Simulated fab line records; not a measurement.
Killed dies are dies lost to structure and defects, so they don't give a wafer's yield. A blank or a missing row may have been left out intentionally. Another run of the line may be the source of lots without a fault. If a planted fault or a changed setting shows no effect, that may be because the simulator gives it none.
fab line records | flow gf180mcu
[record] lots = 5 wafers = 15 last-day = 34
route steps=602 shown M4@464 V4@476
lots that met no fault: taken from a fault-free run of the same line
start-h: start of the lot's first displayed wafer, in hours after the record's first day | wait-h: hours since the lot's step before | " repeats the value in the row above | L1.1+2: several wafers, shown together as one row | - either no value or no given start | * or withheld: withheld | < > ~ a bound
route shown NAME@n: a module of which the file shows steps, and the number in the route of the first | usual: mean and standard deviation over wafers with no fault | same: alike in all rows | chamber/n: place in a boat | sites: per-site readings | _std_site: their standard deviation | _edge_site: mean of outer sites minus mean of inner sites | radius-mm: for every site, how far away it sits from the centre of the wafer | mask NAME#n: copy n | behind: the last tool/chamber to shape the wafer | hold: why the lot went on hold/how many hours it stayed there/how the hold came to an end | device: whichever transistor did not switch (one of n, p or np) | end of line: the tests these same wafers got at the end of their route | for a step that has no rows: nothing shown but its recipe | killed: dies that structure and defects cost at the first sort, which is not the same as the wafer's yield | map: dies across one wafer; x = killed, . = not, _ = none there
set.NAME: the setting the step ran with; set.NAME@STEP: the setting that earlier step ran with | model.NAME: the simulator's own value behind a step, which no gauge read
lots at selected steps of the route; one table per step, one row per wafer
services: from which hour (start-h, from the record's first day; less than 0 if before it) a tool's chamber was out of use, for how many hours, and why
[[steps]]
[step GF_M4_HMDS_08]
[recipe] prime-time-s = 60 prime-temp-c = 120
[usual] chill-plate-temp-C = 22.98/0.11 resist-line-temp-C = 23.00/0.11
// columns lot.wafer tool chamber start-h wait-h chill-plate-temp-C resist-line-temp-C
L078.1 litho-track-01 0 563.55 0.1 22.89 23.06
L078.3 " 0 " " 22.97 22.95
L078.5 " 0 " " 23.00 22.92
L083.2 litho-track-02 0 604.92 0.1 22.90 22.91
L083.3 " 0 " " 22.96 22.93
L083.6 " 0 " " 23.03 23.03
L090.2 litho-track-02 0 651.92 0.1 22.92 22.99
L090.4 " 0 " " 22.85 22.89
L090.5 " 0 " " 22.76 23.02
L091.2 litho-track-04 0 664.62 0.1 23.19 22.93
L091.3 " 0 " " 23.17 22.90
L091.5 " 0 " " 23.11 22.82
L097.2 litho-track-04 0 707.17 0.1 22.98 23.00
L097.3 " 0 " " 23.17 22.94
L097.6 " 0 " " 23.07 23.08
[step GF_M4_COAT_09]
[recipe] resist = KrF spin-rpm = withheld resist-thk-nm = 1000
[usual] chill-plate-temp-C = 23.00/0.1 resist-line-temp-C = 23.01/0.12
// columns lot.wafer tool chamber start-h wait-h chill-plate-temp-C resist-line-temp-C
L078.1 litho-track-01 0 563.70 0.1 23.11 22.95
L078.3 " 0 " " 23.17 23.00
L078.5 " 0 " " 23.10 23.12
L083.2 litho-track-02 0 605.07 0.1 23.04 23.03
L083.3 " 0 " " 22.86 22.96
L083.6 " 0 " " 23.08 23.08
L090.2 litho-track-02 0 652.07 0.1 23.06 23.05
L090.4 " 0 " " 23.05 23.05
L090.5 " 0 " " 23.00 23.28
L091.2 litho-track-04 0 664.77 0.1 22.99 23.15
L091.3 " 0 " " 23.03 22.98
L091.5 " 0 " " 23.08 23.07
L097.2 litho-track-04 0 707.32 0.1 22.88 23.12
L097.3 " 0 " " 22.86 23.05
L097.6 " 0 " " 22.99 23.05
[step GF_M4_SOFTBAKE_10]
[recipe] temp-c = 130 time-s = 60 resist = KrF
[usual] chill-plate-temp-C = 22.99/0.11 heater-power-total-W = 93.05/0.058 resist-line-temp-C = 23.01/0.11
// columns lot.wafer tool chamber start-h wait-h chill-plate-temp-C heater-power-total-W resist-line-temp-C
L078.1 litho-track-01 0 563.85 0.1 23.16 93.13 23.05
L078.3 " 0 " " 23.17 92.90 22.88
L078.5 " 0 " " 23.08 93.03 23.08
L083.2 litho-track-02 0 605.22 0.1 22.99 93.06 22.99
L083.3 " 0 " " 23.06 93.09 23.06
L083.6 " 0 " " 23.09 93.01 22.99
L090.2 litho-track-02 0 652.22 0.1 22.85 92.96 22.81
L090.4 " 0 " " 22.89 93.08 22.97
L090.5 " 0 " " 22.89 93.05 23.02
L091.2 litho-track-04 0 664.92 0.1 22.81 92.93 22.95
L091.3 " 0 " " 22.88 93.07 23.13
L091.5 " 0 " " 22.87 93.13 23.01
L097.2 litho-track-04 0 707.47 0.1 23.14 93.11 22.99
L097.3 " 0 " " 23.09 93.05 23.10
L097.6 " 0 " " 23.07 93.04 23.13
[step GF_M4_EXPOSE_11]
[recipe] mask-id = Metal4 target-cd-nm = 280 na = 0.68 source-shape = conventional sigma-outer = 0.6 dose-mj = 28
[same] na = 0.68
// columns lot.wafer tool chamber start-h wait-h mask
L078.1+3+5 krf-scanner-02 0 - - Metal4#0
L083.2+3+6 krf-scanner-01 0 - - Metal4#0
L090.2+4+5 krf-scanner-02 0 - - Metal4#0
L091.2+3+5 krf-scanner-02 0 - - Metal4#0
L097.2+3+6 krf-scanner-02 0 - - Metal4#0
[step GF_M4_PEB_12]
[recipe] peb-temp-c = 135 peb-time-s = 90 resist = KrF
[usual] chill-plate-temp-C = 22.98/0.1 heater-power-total-W = 85.69/0.079 resist-line-temp-C = 23.01/0.13
// columns lot.wafer tool chamber start-h wait-h chill-plate-temp-C heater-power-total-W resist-line-temp-C
L078.1 litho-track-01 0 - - 22.99 85.56 23.04
L078.3 " 0 " " 23.03 85.60 23.22
L078.5 " 0 " " 23.01 85.74 23.21
L083.2 litho-track-02 0 - - 23.01 85.81 23.24
L083.3 " 0 " " 23.00 85.60 23.28
L083.6 " 0 " " 23.05 85.69 23.21
L090.2 litho-track-04 0 - - 22.92 85.76 22.80
L090.4 " 0 " " 23.06 85.80 22.84
L090.5 " 0 " " 22.86 85.53 22.85
L091.2 litho-track-01 0 - - 22.92 85.72 22.76
L091.3 " 0 " " 22.87 85.68 22.88
L091.5 " 0 " " 22.80 85.64 22.79
L097.2 litho-track-02 0 - - 23.05 85.66 23.00
L097.3 " 0 " " 22.91 85.63 23.11
L097.6 " 0 " " 23.00 85.74 23.04
[step GF_M4_DEVELOP_13]
[recipe] develop-time-s = 60 dev-temp-c = 21
[usual] chill-plate-temp-C = 23.00/0.1 resist-line-temp-C = 23.00/0.094
// columns lot.wafer tool chamber start-h wait-h chill-plate-temp-C resist-line-temp-C
L078.1 litho-track-01 0 574.70 0.2 23.09 22.93
L078.3 " 0 " " 23.12 22.94
L078.5 " 0 " " 23.28 22.97
L083.2 litho-track-02 0 615.82 0.2 22.94 23.11
L083.3 " 0 " " 22.88 23.14
L083.6 " 0 " " 22.82 23.05
L090.2 litho-track-04 0 662.27 0.2 22.85 22.89
L090.4 " 0 " " 23.05 22.82
L090.5 " 0 " " 23.08 23.06
L091.2 litho-track-01 0 674.52 0.2 23.05 22.92
L091.3 " 0 " " 22.97 23.15
L091.5 " 0 " " 23.04 22.95
L097.2 litho-track-02 0 716.02 0.2 23.11 22.93
L097.3 " 0 " " 22.95 23.00
L097.6 " 0 " " 23.05 23.07
[step GF_M4_CD_MEAS_14]
[recipe] target-cd-nm = 280
[usual] cd-nm = 279.7/1.1
// columns lot.wafer tool chamber start-h wait-h cd-nm
L078.1 cd-sem-02 - 574.85 0.1 279.9
L078.3 " - " " 279.8
L078.5 " - " " 279.8
L083.2 cd-sem-01 - 615.97 0.1 282.5
L083.3 " - " " 281.0
L083.6 " - " " 281.9
L090.2 cd-sem-01 - 662.42 0.1 278.5
L090.4 " - " " 278.7
L090.5 " - " " 280.1
L091.2 cd-sem-02 - 674.67 0.1 279.5
L091.3 " - " " 279.2
L091.5 " - " " 279.1
L097.2 cd-sem-02 - 716.17 0.1 279.1
L097.3 " - " " 278.2
L097.6 " - " " 279.0
[step GF_M4_OVL_MEAS_15]
[usual] M4_OVL = -3/6.1
// columns lot.wafer tool chamber start-h wait-h M4_OVL[nm]
L078.1 overlay-01 - 574.97 0.1 -13
L078.3 " - " " -11
L078.5 " - " " -10
L083.2 overlay-01 - 616.07 0.1 5
L083.3 " - " " 9
L083.6 " - " " -2
L090.2 overlay-01 - 662.52 0.1 -2
L090.4 " - " " -8
L090.5 " - " " 4
L091.2 overlay-01 - 674.78 0.1 -1
L091.3 " - " " -3
L091.5 " - " " -2
L097.2 overlay-01 - 716.27 0.1 -2
L097.3 " - " " -11
L097.6 " - " " -4
[step GF_M4_METAL_ETCH_16]
[recipe] chemistry = Cl2/BCl3 mask-material = KrF target-depth-nm = 750.8 stop-on = SiO2 pressure-mtorr = 8 icp-w = 800 bias-w = 140 Cl2_flow_sccm = 80 bcl3-flow-sccm = 40 time-s = 125.1
[usual] drypump-motor-current-A = 5.4/0.31 oes-product-au = 0.988/0.0061 throttle-valve-pct = 28.232/0.011
// columns lot.wafer tool chamber start-h wait-h drypump-motor-current-A oes-product-au rf-hours-counter-h throttle-valve-pct
L078.1 rie-metal-03 1 575.01 0.0 5.8 0.984 4 28.234
L078.3 " 0 " " 5.7 0.991 - 28.234
L078.5 " 1 " " 5.8 0.987 - 28.252
L083.2 rie-metal-02 0 616.10 0.0 5.3 0.996 7 28.224
L083.3 " 1 " " 5.1 0.985 - 28.230
L083.6 " 1 " " 5.1 0.997 - 28.233
L090.2 rie-metal-01 0 662.55 0.0 5.7 0.985 1 28.212
L090.4 " 1 " " 5.1 0.983 - 28.237
L090.5 " 0 " " 5.7 0.995 - 28.221
L091.2 rie-metal-01 1 674.81 0.0 5.1 0.986 6 28.228
L091.3 " 1 " " 5.1 0.989 - 28.227
L091.5 " 1 " " 5.1 0.995 - 28.227
L097.2 rie-metal-02 0 716.30 0.0 5.3 0.990 14 28.242
L097.3 " 0 " " 5.3 0.987 - 28.222
L097.6 " 0 " " 5.3 0.987 - 28.227
[step GF_M4_STRIP_17]
[recipe] chemistry = O2/N2 power-w = 1400 pressure-mtorr = 1500 platen-temp-c = 250 o2-flow-sccm = 3000 n2-flow-sccm = 300 overash-fraction = 0.5
[usual] drypump-motor-current-A = 5.7/0.47 heater-power-w = 329/39 oes-product-au = 0.538/0.0053 strip-time-to-endpoint-s = 7.39/0.052
// columns lot.wafer tool chamber start-h wait-h drypump-motor-current-A heater-power-w oes-product-au rf-hours-counter-h strip-time-to-endpoint-s
L078.1 plasma-asher-03 0 575.18 0.1 6.0 291 0.540 101 7.43
L078.3 " 0 " " 6.0 294 0.531 - 7.33
L078.5 " 0 " " 6.0 287 0.532 - 7.44
L083.2 plasma-asher-03 0 616.23 0.1 6.1 285 0.535 106 7.38
L083.3 " 1 " " 5.1 381 0.543 - 7.45
L083.6 " 1 " " 5.1 367 0.537 - 7.43
L090.2 plasma-asher-02 1 662.68 0.1 5.8 337 0.539 57 7.33
L090.4 " 0 " " 5.0 299 0.531 - 7.40
L090.5 " 1 " " 5.8 329 0.536 - 7.36
L091.2 plasma-asher-01 1 674.93 0.1 5.9 294 0.541 19 7.45
L091.3 " 1 " " 5.9 292 0.538 - 7.47
L091.5 " 0 " " 6.2 380 0.547 - 7.42
L097.2 plasma-asher-02 0 716.43 0.1 5.0 305 0.540 62 7.41
L097.3 " 1 " " 5.8 327 0.542 - 7.41
L097.6 " 1 " " 5.8 327 0.533 - 7.39
[step GF_M4_STRIP_18]
[recipe] chemistry = post-etch-residue-remover time-s = 1200 temp-c = 72.5
// columns lot.wafer tool chamber start-h wait-h
L078.1+3+5 wet-bench-04 1 575.28 0.1
L083.2+3+6 wet-bench-04 0 616.33 0.1
L090.2+4+5 wet-bench-04 3 662.78 0.1
L091.2+3+5 wet-bench-04 2 675.03 0.1
L097.2+3+6 wet-bench-01 3 716.53 0.1
[step GF_M4_CLEAN_19]
[recipe] chemistry = DIW dry = n2-spin
// columns lot.wafer tool chamber start-h wait-h
L078.1+3+5 wet-bench-03 2 575.65 0.0
L083.2+3+6 wet-bench-01 0 616.70 0.0
L090.2+4+5 wet-bench-03 0 663.16 0.0
L091.2+3+5 wet-bench-03 3 675.41 0.0
L097.2+3+6 wet-bench-04 0 716.94 0.0
[step GF_V4_CVD_00]
[recipe] material = SiO2 target-thk-nm = 600 sigma-open-frac = 0.3 temp-c = 400 time-s = 100 sih4-flow-sccm = 60 pressure-mtorr = 6
// columns lot.wafer tool chamber start-h wait-h
L078.1+3+5 hdpcvd-02 0,1,2 575.74 0.0
L083.2+3+6 hdpcvd-01 0,2,2 616.80 0.0
L090.2+4+5 hdpcvd-02 1,1,0 663.34 0.0
L091.2+3+5 hdpcvd-02 1,2,1 675.50 0.0
L097.2+3+6 hdpcvd-02 2,0,2 717.05 0.0
[step GF_V4_THK_MEAS_01]
[recipe] reads = SiO2_of_V4_CVD_00
[usual] V4_CVD_00_THK = 600/6.2
// columns lot.wafer tool chamber start-h wait-h V4_CVD_00_THK[nm]
L078.1 film-metro-01 - 575.81 0.0 611
L078.3 " - " " 603
L078.5 " - " " 596
L083.2 film-metro-01 - 616.88 0.0 607
L083.3 " - " " 607
L083.6 " - " " 605
L090.2 film-metro-01 - 663.42 0.0 617
L090.4 " - " " 604
L090.5 " - " " 613
L091.2 film-metro-04 - 675.58 0.0 596
L091.3 " - " " 595
L091.5 " - " " 599
L097.2 film-metro-04 - 717.19 0.1 603
L097.3 " - " " 597
L097.6 " - " " 598
[step GF_V4_CVD_02]
[recipe] material = SiO2 target-thk-nm = 850 precursor = TEOS temp-c = 400 time-s = 94.851 rf-w = 600
[usual] heater-power-w = 665/110
// columns lot.wafer tool chamber start-h wait-h heater-power-w
L078.1 pecvd-01 2 575.87 0.1 695
L078.3 " 1 " " 657
L078.5 " 2 " " 752
L083.2 pecvd-01 0 616.93 0.0 722
L083.3 " 2 " " 736
L083.6 " 1 " " 752
L090.2 pecvd-01 1 663.47 0.0 764
L090.4 " 2 " " 780
L090.5 " 1 " " 786
L091.2 pecvd-03 0 675.63 0.0 641
L091.3 " 2 " " 958
L091.5 " 2 " " 767
L097.2 pecvd-04 1 717.24 0.0 542
L097.3 " 0 " " 576
L097.6 " 0 " " 623
[step GF_V4_THK_MEAS_03]
[recipe] reads = SiO2_of_V4_CVD_02
[usual] V4_CVD_02_THK = 847/11
// columns lot.wafer tool chamber start-h wait-h V4_CVD_02_THK[nm]
L078.1 film-metro-02 - 575.94 0.0 844
L078.3 " - " " 858
L078.5 " - " " 862
L083.2 film-metro-01 - 617.01 0.0 841
L083.3 " - " " 827
L083.6 " - " " 853
L090.2 film-metro-02 - 663.55 0.0 849
L090.4 " - " " 853
L090.5 " - " " 859
L091.2 film-metro-04 - 675.71 0.0 849
L091.3 " - " " 852
L091.5 " - " " 866
L097.2 film-metro-01 - 717.32 0.0 830
L097.3 " - " " 820
L097.6 " - " " 844
[step GF_V4_CMP_04]
[recipe] material = SiO2 down-force-psi = 4 platen-rpm = 60 pad-velocity-m-s = 0.94248
[usual] motor-current-A = 11.8/1.2 retaining-ring-pressure-frac = 1.001/0.0052 time-to-endpoint-s = 79/6.6
// columns lot.wafer tool chamber start-h wait-h motor-current-A retaining-ring-pressure-frac time-to-endpoint-s
L078.3 cmp-02 1 576.00 0.0 13.2 0.993 86
L078.1 " 0 " " 11.3 0.994 83
L078.5 " 2 " " 10.5 1.001 89
L083.2 cmp-02 0 617.16 0.1 11.1 0.998 71
L083.3 " 1 " " 13.6 1.012 66
L083.6 " 3 " " 12.5 0.998 70
L090.4 cmp-01 3 663.65 0.1 13.1 1.002 88
L090.2 " 1 " " 12.3 1.000 84
L090.5 " 3 " " 13.1 0.999 87
L091.2 cmp-02 2 675.86 0.1 10.5 0.995 80
L091.3 " 3 " " 11.9 0.997 75
L091.5 " 0 " " 11.2 0.993 85
L097.3 cmp-01 0 717.37 0.0 11.7 1.000 76
L097.2 " 3 " " 12.7 1.003 76
L097.6 " 0 " " 12.3 0.992 84
[step GF_V4_BOW_MEAS_05]
[recipe] mode = bow
[usual] V4_BOW = 135/9.2
// columns lot.wafer tool chamber start-h wait-h V4_BOW[um]
L078.1 film-metro-04 - 576.30 0.1 126
L078.3 " - " " 124
L078.5 " - " " 125
L083.2 film-metro-02 - 617.38 0.2 130
L083.3 " - " " 117
L083.6 " - " " 122
L090.2 film-metro-04 - 663.92 0.1 126
L090.4 " - " " 128
L090.5 " - " " 127
L091.2 film-metro-02 - 676.08 0.2 150
L091.3 " - " " 141
L091.5 " - " " 143
L097.2 film-metro-01 - 717.69 0.1 138
L097.3 " - " " 140
L097.6 " - " " 141
[step GF_V4_DEHYDRATE_06]
[recipe] temp-c = 200 time-s = 60
[usual] chill-plate-temp-C = 23.01/0.12 heater-power-total-W = 160.38/0.13 resist-line-temp-C = 22.98/0.11
// columns lot.wafer tool chamber start-h wait-h chill-plate-temp-C heater-power-total-W resist-line-temp-C
L078.1 litho-track-03 0 586.66 10.3 22.78 160.28 22.78
L078.3 " 0 " " 22.92 160.46 22.95
L078.5 " 0 " " 22.76 160.40 23.08
L083.2 litho-track-01 0 626.77 9.4 23.15 160.49 23.00
L083.3 " 0 " " 23.08 160.33 23.10
L083.6 " 0 " " 23.11 160.14 23.00
L090.2 litho-track-04 0 672.82 8.9 22.89 160.50 22.90
L090.4 " 0 " " 23.09 160.19 22.86
L090.5 " 0 " " 23.05 160.38 23.11
L091.2 litho-track-01 0 685.07 9.0 23.12 160.58 23.03
L091.3 " 0 " " 23.10 160.31 22.97
L091.5 " 0 " " 23.14 160.26 23.07
L097.2 litho-track-01 0 725.87 8.2 23.16 160.42 22.88
L097.3 " 0 " " 23.20 160.32 23.07
L097.6 " 0 " " 23.05 160.19 23.01
[step GF_V4_HMDS_07]
[recipe] prime-time-s = 60 prime-temp-c = 120
[usual] chill-plate-temp-C = 23.02/0.11 resist-line-temp-C = 23.00/0.1
// columns lot.wafer tool chamber start-h wait-h chill-plate-temp-C resist-line-temp-C
L078.1 litho-track-03 0 586.81 0.1 22.90 23.04
L078.3 " 0 " " 23.03 22.89
L078.5 " 0 " " 23.03 23.11
L083.2 litho-track-01 0 626.92 0.1 22.94 22.93
L083.3 " 0 " " 23.00 23.01
L083.6 " 0 " " 22.97 23.01
L090.2 litho-track-04 0 672.97 0.1 23.24 23.04
L090.4 " 0 " " 23.11 23.13
L090.5 " 0 " " 23.19 22.93
L091.2 litho-track-01 0 685.22 0.1 23.31 23.08
L091.3 " 0 " " 23.17 22.91
L091.5 " 0 " " 23.19 22.88
L097.2 litho-track-01 0 726.02 0.1 22.96 22.94
L097.3 " 0 " " 22.95 22.99
L097.6 " 0 " " 22.86 23.12
[step GF_V4_COAT_08]
[recipe] resist = BARC temp-c = withheld time-s = withheld spin-rpm = withheld resist-thk-nm = withheld
[usual] chill-plate-temp-C = * resist-line-temp-C = *
// columns lot.wafer tool chamber start-h wait-h chill-plate-temp-C resist-line-temp-C
L078.1 litho-track-03 0 586.96 0.1 * *
L078.3 " 0 " " * *
L078.5 " 0 " " * *
L083.2 litho-track-01 0 627.07 0.1 * *
L083.3 " 0 " " * *
L083.6 " 0 " " * *
L090.2 litho-track-04 0 673.12 0.1 * *
L090.4 " 0 " " * *
L090.5 " 0 " " * *
L091.2 litho-track-01 0 685.37 0.1 * *
L091.3 " 0 " " * *
L091.5 " 0 " " * *
L097.2 litho-track-01 0 726.17 0.1 * *
L097.3 " 0 " " * *
L097.6 " 0 " " * *
[step GF_V4_COAT_09]
[recipe] resist = KrF spin-rpm = withheld resist-thk-nm = 986.7
[usual] chill-plate-temp-C = 22.99/0.099 resist-line-temp-C = 23.01/0.11
// columns lot.wafer tool chamber start-h wait-h chill-plate-temp-C resist-line-temp-C
L078.1 litho-track-03 0 - - 23.00 22.98
L078.3 " 0 " " 23.01 22.97
L078.5 " 0 " " 22.92 22.90
L083.2 litho-track-01 0 - - 22.96 22.95
L083.3 " 0 " " 23.06 23.25
L083.6 " 0 " " 22.88 23.01
L090.2 litho-track-04 0 - - 23.17 23.04
L090.4 " 0 " " 23.07 23.08
L090.5 " 0 " " 23.03 22.92
L091.2 litho-track-01 0 - - 23.14 23.05
L091.3 " 0 " " 23.20 23.13
L091.5 " 0 " " 23.02 22.93
L097.2 litho-track-01 0 - - 22.93 23.10
L097.3 " 0 " " 22.92 23.10
L097.6 " 0 " " 23.03 23.01
[step GF_V4_SOFTBAKE_10]
[recipe] temp-c = 130 time-s = 60 resist = KrF
[usual] chill-plate-temp-C = 22.99/0.1 heater-power-total-W = 93.05/0.059 resist-line-temp-C = 23.01/0.11
// columns lot.wafer tool chamber start-h wait-h chill-plate-temp-C heater-power-total-W resist-line-temp-C
L078.1 litho-track-03 0 - - 22.98 93.00 22.87
L078.3 " 0 " " 23.14 93.03 22.92
L078.5 " 0 " " 22.94 92.96 22.85
L083.2 litho-track-01 0 - - 22.99 93.08 23.10
L083.3 " 0 " " 22.96 93.08 23.02
L083.6 " 0 " " 22.97 93.06 22.96
L090.2 litho-track-04 0 - - 22.91 93.09 22.83
L090.4 " 0 " " 22.84 93.00 22.73
L090.5 " 0 " " 23.01 92.98 22.73
L091.2 litho-track-01 0 - - 23.03 93.01 23.05
L091.3 " 0 " " 23.02 93.08 22.89
L091.5 " 0 " " 22.99 93.07 22.99
L097.2 litho-track-01 0 - - 22.86 93.00 23.07
L097.3 " 0 " " 22.80 93.11 22.88
L097.6 " 0 " " 22.99 93.06 22.85
[step GF_V4_EXPOSE_11]
[recipe] mask-id = Via4 target-cd-nm = 260 na = 0.68 source-shape = conventional sigma-outer = 0.6 dose-mj = 38
[same] na = 0.68
// columns lot.wafer tool chamber start-h wait-h mask
L078.1+3+5 krf-scanner-01 0 - - Via4#0
L083.2+3+6 krf-scanner-01 0 - - Via4#0
L090.2+4+5 krf-scanner-02 0 - - Via4#0
L091.2+3+5 krf-scanner-01 0 - - Via4#0
L097.2+3+6 krf-scanner-01 0 - - Via4#0
[step GF_V4_PEB_12]
[recipe] peb-temp-c = 135 peb-time-s = 90 resist = KrF
[usual] chill-plate-temp-C = 23.02/0.099 heater-power-total-W = 85.70/0.084 resist-line-temp-C = 22.99/0.099
// columns lot.wafer tool chamber start-h wait-h chill-plate-temp-C heater-power-total-W resist-line-temp-C
L078.1 litho-track-03 0 - - 22.98 85.69 22.85
L078.3 " 0 " " 22.86 85.53 22.92
L078.5 " 0 " " 22.92 85.76 23.00
L083.2 litho-track-04 0 - - 23.02 85.72 22.92
L083.3 " 0 " " 23.07 85.64 22.83
L083.6 " 0 " " 22.97 85.65 22.92
L090.2 litho-track-03 0 - - 22.97 85.64 22.95
L090.4 " 0 " " 23.19 85.76 22.93
L090.5 " 0 " " 22.90 85.57 23.01
L091.2 litho-track-01 0 - - 23.00 85.49 23.03
L091.3 " 0 " " 23.08 85.51 22.89
L091.5 " 0 " " 22.97 85.83 23.07
L097.2 litho-track-03 0 - - 22.97 85.86 23.04
L097.3 " 0 " " 23.10 85.76 22.90
L097.6 " 0 " " 22.92 85.64 23.01
[step GF_V4_DEVELOP_13]
[recipe] develop-time-s = 60 resist = KrF dev-temp-c = 21
[usual] chill-plate-temp-C = 23.04/0.11 resist-line-temp-C = 23.02/0.11
// columns lot.wafer tool chamber start-h wait-h chill-plate-temp-C resist-line-temp-C
L078.1 litho-track-03 0 597.61 0.2 22.96 23.18
L078.3 " 0 " " 22.92 23.24
L078.5 " 0 " " 22.90 23.11
L083.2 litho-track-04 0 637.92 0.2 23.02 22.99
L083.3 " 0 " " 23.05 23.08
L083.6 " 0 " " 23.20 23.04
L090.2 litho-track-03 0 683.34 0.2 23.21 23.01
L090.4 " 0 " " 23.10 23.06
L090.5 " 0 " " 23.15 23.01
L091.2 litho-track-01 0 694.67 0.2 23.03 23.17
L091.3 " 0 " " 23.11 23.00
L091.5 " 0 " " 23.12 23.19
L097.2 litho-track-03 0 735.14 0.2 23.19 23.02
L097.3 " 0 " " 23.17 22.86
L097.6 " 0 " " 23.07 23.00
[step GF_V4_CD_MEAS_14]
[recipe] target-cd-nm = 260
[usual] cd-nm = 260.2/1.3
// columns lot.wafer tool chamber start-h wait-h cd-nm
L078.1 cd-sem-02 - 597.76 0.1 262.0
L078.3 " - " " 260.4
L078.5 " - " " 260.7
L083.2 cd-sem-01 - 638.07 0.1 258.9
L083.3 " - " " 260.2
L083.6 " - " " 258.8
L090.2 cd-sem-02 - 683.48 0.1 260.9
L090.4 " - " " 260.1
L090.5 " - " " 260.3
L091.2 cd-sem-02 - 694.82 0.1 260.6
L091.3 " - " " 260.4
L091.5 " - " " 259.8
L097.2 cd-sem-01 - 735.28 0.1 258.5
L097.3 " - " " 258.5
L097.6 " - " " 258.5
[step GF_V4_OVL_MEAS_15]
[usual] V4_OVL = 2/5.1
// columns lot.wafer tool chamber start-h wait-h V4_OVL[nm]
L078.1 overlay-01 - 597.88 0.1 0
L078.3 " - " " 8
L078.5 " - " " 4
L083.2 overlay-01 - 638.18 0.1 4
L083.3 " - " " 5
L083.6 " - " " 6
L090.2 overlay-01 - 683.59 0.1 5
L090.4 " - " " 2
L090.5 " - " " 12
L091.2 overlay-02 - 694.92 0.1 0
L091.3 " - " " -7
L091.5 " - " " -6
L097.2 overlay-01 - 735.39 0.1 -1
L097.3 " - " " -3
L097.6 " - " " 1
[step GF_V4_ETCH_16]
[recipe] chemistry = N2/H2 target-depth-a = withheld overetch-a = withheld time-s = withheld target = BARC ion-energy-ev = 200 source-w = 500 bias-w = 100 pressure-mtorr = 30 n2-flow-sccm = 100 h2-flow-sccm = 200
[usual] drypump-motor-current-A = 5.5/0.5 oes-product-au = 0.854/0.005 throttle-valve-pct = 13.224/0.0086
// columns lot.wafer tool chamber start-h wait-h drypump-motor-current-A oes-product-au throttle-valve-pct
L078.1 rie-diel-03 2 597.92 0.0 6.7 0.853 13.229
L078.3 " 3 " " 6.0 0.848 13.215
L078.5 " 1 " " 5.4 0.859 13.231
L083.2 rie-diel-02 3 638.21 0.0 5.7 0.854 13.228
L083.3 " 1 " " 5.8 0.850 13.223
L083.6 " 3 " " 5.7 0.853 13.229
L090.2 rie-diel-01 3 683.62 0.0 5.8 0.857 13.227
L090.4 " 0 " " 5.3 0.863 13.230
L090.5 " 3 " " 5.9 0.845 13.219
L091.2 rie-diel-03 2 694.95 0.0 6.7 0.859 13.221
L091.3 " 0 " " 5.5 0.860 13.229
L091.5 " 1 " " 5.5 0.847 13.215
L097.2 rie-diel-02 1 735.42 0.0 5.8 0.850 13.212
L097.3 " 0 " " 4.9 0.856 13.227
L097.6 " 1 " " 5.8 0.852 13.218
[step GF_V4_ETCH_17]
[recipe] chemistry = C4F8/O2/Ar mask-material = KrF target = SiO2 stop-on = TiN source-w = 1500 bias-w = 1200 pressure-mtorr = 40 c4f8-flow-sccm = withheld O2_flow_sccm = 6 Ar_flow_sccm = 300 time-s = withheld target-depth-a = 6300
[usual] oes-product-au = 0.856/0.0045
// columns lot.wafer tool chamber start-h wait-h oes-product-au
L078.1 rie-diel-03 2 - - 0.858
L078.3 " 3 " " 0.848
L078.5 " 1 " " 0.853
L083.2 rie-diel-02 3 - - 0.858
L083.3 " 1 " " 0.850
L083.6 " 3 " " 0.851
L090.2 rie-diel-01 3 - - 0.854
L090.4 " 0 " " 0.854
L090.5 " 3 " " 0.856
L091.2 rie-diel-03 2 - - 0.855
L091.3 " 0 " " 0.854
L091.5 " 1 " " 0.856
L097.2 rie-diel-02 1 - - 0.855
L097.3 " 0 " " 0.855
L097.6 " 1 " " 0.857
[step GF_V4_STRIP_18]
[recipe] chemistry = O2/N2 power-w = 1400 pressure-mtorr = 1500 platen-temp-c = 250 o2-flow-sccm = 3000 n2-flow-sccm = 300 overash-fraction = 0.5
[usual] drypump-motor-current-A = 6.0/0.54 heater-power-w = 338/37 oes-product-au = 0.587/0.0047
// columns lot.wafer tool chamber start-h wait-h drypump-motor-current-A heater-power-w oes-product-au rf-hours-counter-h
L078.1 plasma-asher-04 0 598.05 - 6.2 313 0.589 84
L078.3 " 0 " " 6.2 320 0.585 -
L078.5 " 0 " " 6.3 322 0.584 -
L083.2 plasma-asher-01 0 638.33 - 6.3 385 0.588 17
L083.3 " 1 " " 5.8 292 0.581 -
L083.6 " 1 " " 5.8 295 0.586 -
L090.2 plasma-asher-03 1 683.75 - 5.0 377 0.592 114
L090.4 " 1 " " 5.0 384 0.592 -
L090.5 " 1 " " 5.0 377 0.590 -
L091.2 plasma-asher-03 0 695.08 - 6.0 289 0.588 115
L091.3 " 1 " " 5.1 372 0.585 -
L091.5 " 0 " " 6.0 293 0.589 -
L097.2 plasma-asher-04 1 735.55 - 6.6 358 0.585 100
L097.3 " 0 " " 6.2 321 0.586 -
L097.6 " 1 " " 6.5 366 0.589 -
[step GF_V4_STRIP_19]
[recipe] chemistry = post-etch-residue-remover time-s = 1200 temp-c = 72.5
// columns lot.wafer tool chamber start-h wait-h
L078.1+3+5 wet-bench-03 2 598.15 0.1
L083.2+3+6 wet-bench-02 0 638.43 0.1
L090.2+4+5 wet-bench-02 3 683.85 0.1
L091.2+3+5 wet-bench-02 2 695.18 0.1
L097.2+3+6 wet-bench-04 1 735.65 0.1
[step GF_V4_CLEAN_20]
[recipe] chemistry = DIW dry = n2-spin
// columns lot.wafer tool chamber start-h wait-h
L078.1+3+5 wet-bench-02 3 598.49 0.0
L083.2+3+6 wet-bench-04 1 638.84 0.0
L090.2+4+5 wet-bench-03 0 684.19 0.0
L091.2+3+5 wet-bench-03 3 695.53 0.0
L097.2+3+6 wet-bench-02 1 736.02 0.0
[[services]]
// columns tool chamber start-h hours kind
rie-diel-03 0 541.63 13.8 repair
krf-scanner-01 - 542.36 3.6 pm
krf-scanner-02 - 542.44 0.7 repair
krf-scanner-01 - 549.14 1.3 pm
krf-scanner-01 - 553.06 1.0 pm
krf-scanner-02 - 556.36 1.0 pm
rie-diel-02 3 596.00 1.8 repair
hdpcvd-02 2 598.65 15.8 repair
wet-bench-02 - 604.89 2.0 repair
krf-scanner-02 - 606.76 1.3 repair
krf-scanner-01 - 608.16 2.4 repair
krf-scanner-02 - 618.13 0.8 pm
rie-diel-02 3 632.90 5.0 repair
krf-scanner-02 - 639.63 1.3 pm
rie-diel-03 0 644.66 7.1 repair
hdpcvd-02 - 646.62 0.4 repair
krf-scanner-01 - 646.88 0.8 pm
krf-scanner-01 - 663.57 2.3 repair
rie-diel-02 3 671.88 11.0 repair
rie-diel-02 - 674.03 1.9 repair
krf-scanner-01 - 722.06 1.0 pm
krf-scanner-01 - 725.04 1.3 pm
krf-scanner-02 - 726.34 1.0 pm
krf-scanner-02 - 727.45 1.3 repair
[[key]]
fault none
